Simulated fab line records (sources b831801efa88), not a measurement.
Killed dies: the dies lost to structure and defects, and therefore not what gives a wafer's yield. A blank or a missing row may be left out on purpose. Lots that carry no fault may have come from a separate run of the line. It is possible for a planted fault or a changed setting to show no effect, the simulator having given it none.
fab line records	flow gf180mcu	part 1 of 2: steps 1 to 27 of 39
record: lots: 5	wafers: 15	last-day: 33
route steps=602 shown MIM@522 M5@526 V5@540
lots untouched by any fault: they come from a run of this same line in which no faults occurred
start-h: the number of hours between the record's first day and the start of the first shown wafer of the lot	wait-h: hours since the lot's step before	" same as the row above	L1.1+2: several wafers, shown together as one row	- no value, or no start given	* or withheld: withheld	< > ~ a bound
route shown NAME@n: NAME is a module with steps in the file, n the number in the route of the first one	usual: mean/standard deviation of fault-free wafers	same: alike in all rows	chamber/n: place in a boat	sites: readings site by site	_std_site: standard deviation of those values	_edge_site: inner sites' mean taken away from outer sites' mean	radius-mm: for every site, how far away it sits from the centre of the wafer	mask NAME#n: copy n	behind: tool/chamber where the wafer was last shaped	hold: the reason the lot was held/the length of the hold in hours/how it ended	device: the transistor (n, p or np) that didn't switch	end of line: tests run on the same wafers once the route is complete	where a step has no rows: the recipe by itself	killed: dies lost to structure and defects at the first sort, not the wafer's yield	map: a wafer's dies, x killed, . not, _ none there
set.NAME: the setting the step ran with; set.NAME@STEP: the setting that earlier step ran with	model.NAME: the simulator's own value behind a step, which no gauge read
lots at selected steps of the route; one table per step, one row per wafer
services: when a tool's chamber went out of use (start-h, in hours from the record's first day, below 0 if earlier), for how many hours, and the reason
== steps ==
step: GF_MIM_METAL_ETCH_19
recipe: chemistry: Cl2/BCl3	mask-material: NOVOLAK	stop-on: Si3N4	target-depth-nm: 324.5	pressure-mtorr: 8	icp-w: 800	bias-w: 140	Cl2_flow_sccm: 80	bcl3-flow-sccm: 40	time-s: 54.1
usual: drypump-motor-current-A: 5.29/0.23	he-backside-leak-sccm: 3.35/0.26	oes-product-au: 0.941/0.0047	throttle-valve-pct: 28.284/0.0097
lot.wafer	tool	chamber	start-h	wait-h	drypump-motor-current-A	he-backside-leak-sccm	oes-product-au	rf-hours-counter-h	throttle-valve-pct
L075.4	rie-metal-01	0	603.15	0.1	5.42	3.24	0.935	-	28.293
L075.5	"	1	"	"	5.10	3.07	0.932	-	28.297
L075.6	"	0	"	"	5.41	3.35	0.942	-	28.292
L078.3	rie-metal-01	0	621.20	0.1	5.39	3.35	0.953	-	28.287
L078.5	"	1	"	"	5.09	3.09	0.939	-	28.284
L078.6	"	0	"	"	5.43	3.29	0.943	-	28.296
L086.1	rie-metal-04	1	675.95	0.1	5.59	3.44	0.941	1	28.297
L086.2	"	0	"	"	5.30	3.09	0.930	8	28.286
L086.3	"	0	"	"	5.28	3.23	0.944	-	28.280
L092.2	rie-metal-03	1	711.67	0.1	5.52	3.42	0.946	10	28.295
L092.3	"	1	"	"	5.52	4.23	0.942	-	28.274
L092.5	"	1	"	"	5.52	3.33	0.948	-	28.270
L095.1	rie-metal-01	1	729.28	0.1	5.11	3.10	0.948	6	28.278
L095.2	"	0	"	"	5.39	3.32	0.939	12	28.280
L095.3	"	0	"	"	5.39	3.30	0.948	-	28.292
step: GF_MIM_STRIP_20
recipe: chemistry: O2/N2	power-w: 1400	pressure-mtorr: 1500	platen-temp-c: 250	o2-flow-sccm: 3000	n2-flow-sccm: 300	overash-fraction: 0.5
usual: drypump-motor-current-A: 5.7/0.46	heater-power-w: 354/51	oes-product-au: 0.692/0.0046	strip-time-to-endpoint-s: 11.23/0.037
lot.wafer	tool	chamber	start-h	wait-h	drypump-motor-current-A	heater-power-w	oes-product-au	rf-hours-counter-h	strip-time-to-endpoint-s
L075.4	plasma-asher-04	1	603.23	0.1	6.2	352	0.691	-	11.15
L075.5	"	1	"	"	6.2	347	0.703	-	11.24
L075.6	"	0	"	"	5.4	415	0.694	-	11.17
L078.3	plasma-asher-01	1	621.28	0.1	4.8	341	0.689	-	11.18
L078.5	"	1	"	"	4.8	356	0.703	-	11.25
L078.6	"	0	"	"	5.8	300	0.694	-	11.21
L086.1	plasma-asher-03	0	676.02	0.0	5.5	290	0.694	27	11.24
L086.2	"	1	"	"	6.1	418	0.696	27	11.28
L086.3	"	1	"	"	6.1	421	0.692	-	11.22
L092.2	plasma-asher-03	1	711.74	0.0	6.1	405	0.691	30	11.21
L092.3	"	1	"	"	6.1	416	0.686	-	11.23
L092.5	"	1	"	"	6.1	415	0.694	-	11.27
L095.1	plasma-asher-04	1	729.35	0.0	6.2	358	0.697	61	11.28
L095.2	"	0	"	"	5.4	419	0.686	61	11.23
L095.3	"	0	"	"	5.4	422	0.696	-	11.24
step: GF_MIM_STRIP_21
recipe: chemistry: post-etch-residue-remover	time-s: 1200	temp-c: 72.5
lot.wafer	tool	chamber	start-h	wait-h
L075.4+5+6	wet-bench-04	2	603.30	0.0
L078.3+5+6	wet-bench-02	1	621.35	0.0
L086.1+2+3	wet-bench-04	1	676.12	0.1
L092.2+3+5	wet-bench-02	1	711.84	0.1
L095.1+2+3	wet-bench-03	2	729.45	0.1
step: GF_MIM_CLEAN_22
recipe: chemistry: DIW	dry: n2-spin
lot.wafer	tool	chamber	start-h	wait-h
L075.4+5+6	wet-bench-02	1	603.64	0.0
L078.3+5+6	wet-bench-03	3	621.76	0.0
L086.1+2+3	wet-bench-02	0	676.46	0.0
L092.2+3+5	wet-bench-04	3	712.21	0.0
L095.1+2+3	wet-bench-02	0	729.79	0.0
step: GF_M5_DEHYDRATE_00
recipe: temp-c: 200	time-s: 60
lot.wafer	tool	chamber	start-h	wait-h
L075.4+5+6	litho-track-02	0	613.33	9.6
L078.3+5+6	litho-track-04	0	631.47	9.6
L086.1+2+3	litho-track-04	0	685.67	9.1
L092.2+3+5	litho-track-03	0	720.65	8.3
L095.1+2+3	litho-track-02	0	738.40	8.5
step: GF_M5_HMDS_01
recipe: prime-time-s: 60	prime-temp-c: 120
lot.wafer	tool	chamber	start-h	wait-h
L075.4+5+6	litho-track-02	0	613.48	0.1
L078.3+5+6	litho-track-04	0	631.62	0.1
L086.1+2+3	litho-track-04	0	685.82	0.1
L092.2+3+5	litho-track-03	0	720.80	0.1
L095.1+2+3	litho-track-02	0	738.55	0.1
step: GF_M5_COAT_02
recipe: resist: KrF	spin-rpm: withheld	resist-thk-nm: 1000
usual: dispense-pressure-kPa: 50.9/0.35
lot.wafer	tool	chamber	start-h	wait-h	dispense-pressure-kPa
L075.4	litho-track-02	0	613.63	0.1	51.0
L075.5	"	0	"	"	50.9
L075.6	"	0	"	"	50.9
L078.3	litho-track-04	0	631.77	0.1	50.4
L078.5	"	0	"	"	50.4
L078.6	"	0	"	"	50.4
L086.1	litho-track-04	0	685.97	0.1	50.4
L086.2	"	0	"	"	50.4
L086.3	"	0	"	"	50.4
L092.2	litho-track-03	0	720.95	0.1	51.3
L092.3	"	0	"	"	51.4
L092.5	"	0	"	"	51.4
L095.1	litho-track-02	0	738.70	0.1	51.0
L095.2	"	0	"	"	51.0
L095.3	"	0	"	"	51.0
step: GF_M5_SOFTBAKE_03
recipe: temp-c: 130	time-s: 60	resist: KrF
lot.wafer	tool	chamber	start-h	wait-h
L075.4+5+6	litho-track-02	0	613.78	0.1
L078.3+5+6	litho-track-04	0	631.92	0.1
L086.1+2+3	litho-track-04	0	686.12	0.1
L092.2+3+5	litho-track-03	0	721.10	0.1
L095.1+2+3	litho-track-02	0	738.85	0.1
step: GF_M5_EXPOSE_04
recipe: mask-id: Metal5	target-cd-nm: 280	na: 0.68	source-shape: conventional	sigma-outer: 0.6	dose-mj: 28
usual: focus-offset-nm: 0.1/0.5
lot.wafer	tool	chamber	start-h	wait-h	mask	focus-offset-nm
L075.4	krf-scanner-01	0	-	-	Metal5#0	0.8
L075.5	"	0	"	"	Metal5#0	1.0
L075.6	"	0	"	"	Metal5#0	0.3
L078.3	krf-scanner-02	0	-	-	Metal5#0	-0.1
L078.5	"	0	"	"	Metal5#0	0.1
L078.6	"	0	"	"	Metal5#0	-0.1
L086.1	krf-scanner-01	0	-	-	Metal5#0	-0.5
L086.2	"	0	"	"	Metal5#0	-1.4
L086.3	"	0	"	"	Metal5#0	-0.5
L092.2	krf-scanner-01	0	-	-	Metal5#0	0.2
L092.3	"	0	"	"	Metal5#0	0.3
L092.5	"	0	"	"	Metal5#0	1.0
L095.1	krf-scanner-01	0	-	-	Metal5#0	0.0
L095.2	"	0	"	"	Metal5#0	0.3
L095.3	"	0	"	"	Metal5#0	-0.1
step: GF_M5_PEB_05
recipe: peb-temp-c: 135	peb-time-s: 90	resist: KrF
lot.wafer	tool	chamber	start-h	wait-h
L075.4+5+6	litho-track-03	0	-	-
L078.3+5+6	litho-track-03	0	-	-
L086.1+2+3	litho-track-02	0	-	-
L092.2+3+5	litho-track-03	0	-	-
L095.1+2+3	litho-track-03	0	-	-
step: GF_M5_DEVELOP_06
recipe: develop-time-s: 60	dev-temp-c: 21
lot.wafer	tool	chamber	start-h	wait-h
L075.4+5+6	litho-track-03	0	623.60	0.1
L078.3+5+6	litho-track-03	0	641.83	0.1
L086.1+2+3	litho-track-02	0	695.80	0.2
L092.2+3+5	litho-track-03	0	729.10	0.2
L095.1+2+3	litho-track-03	0	747.13	0.2
step: GF_M5_CD_MEAS_07
recipe: target-cd-nm: 280
usual: cd-nm: 280.1/1.3
lot.wafer	tool	chamber	start-h	wait-h	cd-nm
L075.4	cd-sem-02	-	623.74	0.1	279.5
L075.5	"	-	"	"	279.6
L075.6	"	-	"	"	279.7
L078.3	cd-sem-01	-	641.99	0.1	280.7
L078.5	"	-	"	"	281.3
L078.6	"	-	"	"	282.0
L086.1	cd-sem-02	-	695.95	0.1	281.0
L086.2	"	-	"	"	281.6
L086.3	"	-	"	"	281.2
L092.2	cd-sem-01	-	729.25	0.1	278.4
L092.3	"	-	"	"	278.0
L092.5	"	-	"	"	277.7
L095.1	cd-sem-01	-	747.28	0.1	280.9
L095.2	"	-	"	"	280.4
L095.3	"	-	"	"	281.0
step: GF_M5_OVL_MEAS_08
usual: M5_OVL: 0/4.7
lot.wafer	tool	chamber	start-h	wait-h	M5_OVL[nm]
L075.4	overlay-02	-	623.82	0.1	-5
L075.5	"	-	"	"	-8
L075.6	"	-	"	"	2
L078.3	overlay-01	-	642.08	0.1	0
L078.5	"	-	"	"	-2
L078.6	"	-	"	"	-2
L086.1	overlay-02	-	696.07	0.1	-3
L086.2	"	-	"	"	4
L086.3	"	-	"	"	-2
L092.2	overlay-02	-	729.35	0.1	-2
L092.3	"	-	"	"	-2
L092.5	"	-	"	"	-10
L095.1	overlay-01	-	747.40	0.1	3
L095.2	"	-	"	"	-4
L095.3	"	-	"	"	1
step: GF_M5_ETCH_09
recipe: chemistry: CF4/O2	target: Si3N4	target-depth-nm: 52	source-w: 800	bias-w: 150	pressure-mtorr: 150	cf4-flow-sccm: 80	O2_flow_sccm: 10	time-s: 11.6
usual: cf4-flow-sccm: 80.04/0.26	drypump-motor-current-A: 5.7/0.4	oes-product-au: 0.997/0.0095	throttle-valve-pct: 5.968/0.01
lot.wafer	tool	chamber	start-h	wait-h	cf4-flow-sccm	drypump-motor-current-A	oes-product-au	rf-hours-counter-h	throttle-valve-pct
L075.4	rie-diel-01	2	623.85	0.0	80.32	5.6	1.003	-	5.955
L075.5	"	1	"	"	80.15	5.5	1.004	-	5.967
L075.6	"	3	"	"	79.97	5.2	0.998	-	5.978
L078.3	rie-diel-03	0	642.10	0.0	80.33	4.9	0.989	59	5.965
L078.5	"	1	"	"	79.84	6.1	1.011	-	5.973
L078.6	"	0	"	"	80.42	4.9	0.992	-	5.970
L086.1	rie-diel-03	1	696.11	0.0	80.08	6.1	1.007	17	5.959
L086.2	"	0	"	"	80.37	4.9	0.996	62	5.963
L086.3	"	3	"	"	79.78	6.0	0.987	35	5.984
L092.2	rie-diel-03	3	729.38	0.0	79.93	6.0	0.998	37	5.971
L092.3	"	1	"	"	79.81	6.1	1.012	18	5.979
L092.5	"	2	"	"	79.78	6.3	0.989	-	5.971
L095.1	rie-diel-02	3	747.43	0.0	80.00	5.4	1.006	32	5.981
L095.2	"	2	"	"	80.35	5.1	0.976	8	5.964
L095.3	"	0	"	"	80.49	6.1	0.992	27	5.971
step: GF_M5_METAL_ETCH_10
recipe: chemistry: Cl2/BCl3	mask-material: KrF	target-depth-nm: 627.5	stop-on: SiO2	pressure-mtorr: 8	icp-w: 800	bias-w: 140	Cl2_flow_sccm: 80	bcl3-flow-sccm: 40	time-s: 104.6
usual: drypump-motor-current-A: 5.37/0.22	he-backside-leak-sccm: 3.27/0.16	oes-product-au: 0.973/0.006	throttle-valve-pct: 28.250/0.0095
lot.wafer	tool	chamber	start-h	wait-h	drypump-motor-current-A	he-backside-leak-sccm	oes-product-au	rf-hours-counter-h	throttle-valve-pct
L075.4	rie-metal-04	1	623.90	0.0	5.58	3.32	0.966	-	28.248
L075.5	"	0	"	"	5.26	2.93	0.969	-	28.268
L075.6	"	1	"	"	5.56	3.10	0.982	-	28.247
L078.3	rie-metal-02	1	642.17	0.0	5.78	3.18	0.970	-	28.261
L078.5	"	0	"	"	5.32	3.66	0.976	-	28.236
L078.6	"	1	"	"	5.80	3.14	0.971	-	28.250
L086.1	rie-metal-04	1	696.13	0.0	5.58	3.51	0.984	1	28.242
L086.2	"	0	"	"	5.27	3.35	0.982	8	28.259
L086.3	"	0	"	"	5.29	3.18	0.970	-	28.248
L092.2	rie-metal-02	1	729.41	0.0	5.85	3.31	0.969	7	28.251
L092.3	"	1	"	"	5.84	3.19	0.973	-	28.245
L092.5	"	1	"	"	5.80	3.16	0.958	-	28.253
L095.1	rie-metal-01	1	747.46	0.0	5.09	3.12	0.982	7	28.244
L095.2	"	0	"	"	5.38	3.27	0.977	13	28.258
L095.3	"	1	"	"	5.08	3.17	0.980	-	28.225
step: GF_M5_STRIP_11
recipe: chemistry: O2/N2	power-w: 1400	pressure-mtorr: 1500	platen-temp-c: 250	o2-flow-sccm: 3000	n2-flow-sccm: 300	overash-fraction: 0.5
usual: drypump-motor-current-A: 5.8/0.41	heater-power-w: 354/56	oes-product-au: 0.543/0.0049	strip-time-to-endpoint-s: 7.54/0.049
lot.wafer	tool	chamber	start-h	wait-h	drypump-motor-current-A	heater-power-w	oes-product-au	rf-hours-counter-h	strip-time-to-endpoint-s
L075.4	plasma-asher-03	0	624.00	0.1	5.4	288	0.543	-	7.49
L075.5	"	0	"	"	5.5	290	0.542	-	7.54
L075.6	"	1	"	"	6.1	425	0.550	-	7.54
L078.3	plasma-asher-03	1	642.27	0.1	6.1	412	0.544	-	7.58
L078.5	"	0	"	"	5.5	285	0.543	-	7.54
L078.6	"	1	"	"	6.1	414	0.543	-	7.60
L086.1	plasma-asher-03	0	696.24	0.1	5.5	293	0.542	29	7.56
L086.2	"	1	"	"	6.1	410	0.542	29	7.56
L086.3	"	1	"	"	6.1	422	0.545	-	7.57
L092.2	plasma-asher-03	0	729.52	0.1	5.5	289	0.531	33	7.53
L092.3	"	1	"	"	6.1	431	0.542	-	7.55
L092.5	"	0	"	"	5.4	289	0.546	-	7.54
L095.1	plasma-asher-02	1	747.57	0.1	6.3	345	0.542	98	7.57
L095.2	"	0	"	"	5.1	313	0.545	98	7.50
L095.3	"	1	"	"	6.3	339	0.548	-	7.55
step: GF_M5_STRIP_12
recipe: chemistry: post-etch-residue-remover	time-s: 1200	temp-c: 72.5
lot.wafer	tool	chamber	start-h	wait-h
L075.4+5+6	wet-bench-01	1	624.07	0.0
L078.3+5+6	wet-bench-02	3	642.34	0.0
L086.1+2+3	wet-bench-01	1	696.34	0.1
L092.2+3+5	wet-bench-01	0	729.62	0.1
L095.1+2+3	wet-bench-02	2	747.67	0.1
step: GF_M5_CLEAN_13
recipe: chemistry: DIW	dry: n2-spin
lot.wafer	tool	chamber	start-h	wait-h
L075.4+5+6	wet-bench-04	1	624.41	0.0
L078.3+5+6	wet-bench-04	0	642.68	0.0
L086.1+2+3	wet-bench-04	3	696.71	0.0
L092.2+3+5	wet-bench-02	0	729.99	0.0
L095.1+2+3	wet-bench-02	1	748.35	0.0
step: GF_V5_CVD_00
recipe: material: SiO2	target-thk-nm: 300	sigma-open-frac: 0.3	temp-c: 400	time-s: 50	sih4-flow-sccm: 60	pressure-mtorr: 6
usual: sih4-flow-sccm: 60.04/0.19
lot.wafer	tool	chamber	start-h	wait-h	sih4-flow-sccm
L075.4	hdpcvd-02	2	624.53	0.0	59.96
L075.5	"	1	"	"	59.99
L075.6	"	0	"	"	59.90
L078.3	hdpcvd-01	2	642.77	0.0	59.84
L078.5	"	1	"	"	60.12
L078.6	"	0	"	"	60.13
L086.1	hdpcvd-01	0	696.82	0.0	60.05
L086.2	"	2	"	"	59.95
L086.3	"	1	"	"	59.82
L092.2	hdpcvd-01	0	730.08	0.0	60.06
L092.3	"	2	"	"	60.01
L092.5	"	2	"	"	59.81
L095.1	hdpcvd-01	0	748.54	0.0	59.93
L095.2	"	1	"	"	60.31
L095.3	"	2	"	"	59.91
step: GF_V5_THK_MEAS_01
recipe: reads: SiO2_of_V5_CVD_00
usual: V5_CVD_00_THK: 302/3.3
lot.wafer	tool	chamber	start-h	wait-h	V5_CVD_00_THK[nm]
L075.4	film-metro-03	-	624.58	0.0	303
L075.5	"	-	"	"	301
L075.6	"	-	"	"	306
L078.3	film-metro-04	-	642.84	0.0	306
L078.5	"	-	"	"	300
L078.6	"	-	"	"	303
L086.1	film-metro-03	-	696.87	0.0	304
L086.2	"	-	"	"	306
L086.3	"	-	"	"	300
L092.2	film-metro-03	-	730.14	0.0	300
L092.3	"	-	"	"	301
L092.5	"	-	"	"	304
L095.1	film-metro-01	-	748.58	0.0	301
L095.2	"	-	"	"	301
L095.3	"	-	"	"	300
step: GF_V5_CVD_02
recipe: material: SiO2	target-thk-nm: 1450	precursor: TEOS	temp-c: 400	time-s: 163.28	rf-w: 600
usual: heater-power-outer-w: 356/67	heater-power-w: 614/97
lot.wafer	tool	chamber	start-h	wait-h	heater-power-outer-w	heater-power-w
L075.4	pecvd-01	0	624.66	0.1	386	638
L075.5	"	1	"	"	217	393
L075.6	"	2	"	"	316	568
L078.3	pecvd-04	0	642.88	0.0	387	654
L078.5	"	0	"	"	445	745
L078.6	"	2	"	"	339	579
L086.1	pecvd-04	2	696.93	0.1	425	686
L086.2	"	1	"	"	320	585
L086.3	"	1	"	"	240	479
L092.2	pecvd-02	2	730.19	0.0	392	645
L092.3	"	0	"	"	353	608
L092.5	"	1	"	"	307	560
L095.1	pecvd-01	0	748.64	0.1	384	686
L095.2	"	1	"	"	288	488
L095.3	"	2	"	"	368	642
step: GF_V5_THK_MEAS_03
recipe: reads: SiO2_of_V5_CVD_02
usual: V5_CVD_02_THK: 1447/18
lot.wafer	tool	chamber	start-h	wait-h	V5_CVD_02_THK[nm]
L075.4	film-metro-01	-	624.75	0.0	1471
L075.5	"	-	"	"	1475
L075.6	"	-	"	"	1486
L078.3	film-metro-01	-	643.00	0.1	1450
L078.5	"	-	"	"	1460
L078.6	"	-	"	"	1471
L086.1	film-metro-03	-	697.09	0.1	1429
L086.2	"	-	"	"	1434
L086.3	"	-	"	"	1458
L092.2	film-metro-03	-	730.31	0.1	1451
L092.3	"	-	"	"	1422
L092.5	"	-	"	"	1456
L095.1	film-metro-04	-	748.75	0.1	1405
L095.2	"	-	"	"	1416
L095.3	"	-	"	"	1408
step: GF_V5_CMP_04
recipe: material: SiO2	down-force-psi: 4	platen-rpm: 60	pad-velocity-m-s: 0.94248
usual: motor-current-A: 10.5/1.5	slurry-flow-ml-min: 150.0/0.51
lot.wafer	tool	chamber	start-h	wait-h	motor-current-A	slurry-flow-ml-min
L075.4	cmp-02	0	624.93	0.2	10.7	150.0
L075.6	"	1	"	"	9.7	150.0
L075.5	"	2	"	"	9.1	149.8
L078.3	cmp-01	1	643.19	0.2	11.6	149.8
L078.5	"	2	"	"	8.6	150.2
L078.6	"	3	"	"	12.7	150.3
L086.1	cmp-01	2	697.20	0.1	8.3	149.9
L086.3	"	3	"	"	12.5	149.5
L086.2	"	0	"	"	9.5	150.5
L092.2	cmp-01	1	730.36	0.0	11.5	151.0
L092.3	"	3	"	"	11.9	149.0
L092.5	"	2	"	"	8.5	149.0
L095.3	cmp-02	0	748.82	0.0	10.3	150.6
L095.1	"	1	"	"	9.7	150.3
L095.2	"	3	"	"	12.2	149.8
step: GF_V5_BOW_MEAS_05
recipe: mode: bow
usual: V5_BOW: 132/11
lot.wafer	tool	chamber	start-h	wait-h	V5_BOW[um]
L075.4	film-metro-04	-	625.19	0.2	137
L075.5	"	-	"	"	140
L075.6	"	-	"	"	134
L078.3	film-metro-04	-	643.38	0.1	135
L078.5	"	-	"	"	141
L078.6	"	-	"	"	122
L086.1	film-metro-04	-	697.45	0.2	114
L086.2	"	-	"	"	117
L086.3	"	-	"	"	143
L092.2	film-metro-04	-	730.68	0.3	117
L092.3	"	-	"	"	130
L092.5	"	-	"	"	121
L095.1	film-metro-04	-	749.12	0.2	119
L095.2	"	-	"	"	118
L095.3	"	-	"	"	118
step: GF_V5_DEHYDRATE_06
recipe: temp-c: 200	time-s: 60
lot.wafer	tool	chamber	start-h	wait-h
L075.4+5+6	litho-track-03	0	635.45	10.2
L078.3+5+6	litho-track-03	0	652.98	9.6
L086.1+2+3	litho-track-02	0	705.90	8.4
L092.2+3+5	litho-track-02	0	739.37	8.7
L095.1+2+3	litho-track-02	0	756.80	7.7
step: GF_V5_HMDS_07
recipe: prime-time-s: 60	prime-temp-c: 120
lot.wafer	tool	chamber	start-h	wait-h
L075.4+5+6	litho-track-03	0	635.60	0.1
L078.3+5+6	litho-track-03	0	653.13	0.1
L086.1+2+3	litho-track-02	0	706.05	0.1
L092.2+3+5	litho-track-02	0	739.52	0.1
L095.1+2+3	litho-track-02	0	756.95	0.1
step: GF_V5_COAT_08
recipe: resist: BARC	temp-c: withheld	time-s: withheld	spin-rpm: withheld	resist-thk-nm: withheld
usual: dispense-pressure-kPa: 51.9/1.5
lot.wafer	tool	chamber	start-h	wait-h	dispense-pressure-kPa
L075.4	litho-track-03	0	635.75	0.1	51.5
L075.5	"	0	"	"	51.5
L075.6	"	0	"	"	51.5
L078.3	litho-track-03	0	653.28	0.1	51.5
L078.5	"	0	"	"	51.5
L078.6	"	0	"	"	51.5
L086.1	litho-track-02	0	706.20	0.1	51.1
L086.2	"	0	"	"	51.1
L086.3	"	0	"	"	51.1
L092.2	litho-track-02	0	739.67	0.1	51.1
L092.3	"	0	"	"	51.1
L092.5	"	0	"	"	51.1
L095.1	litho-track-02	0	757.10	0.1	51.1
L095.2	"	0	"	"	51.1
L095.3	"	0	"	"	51.1
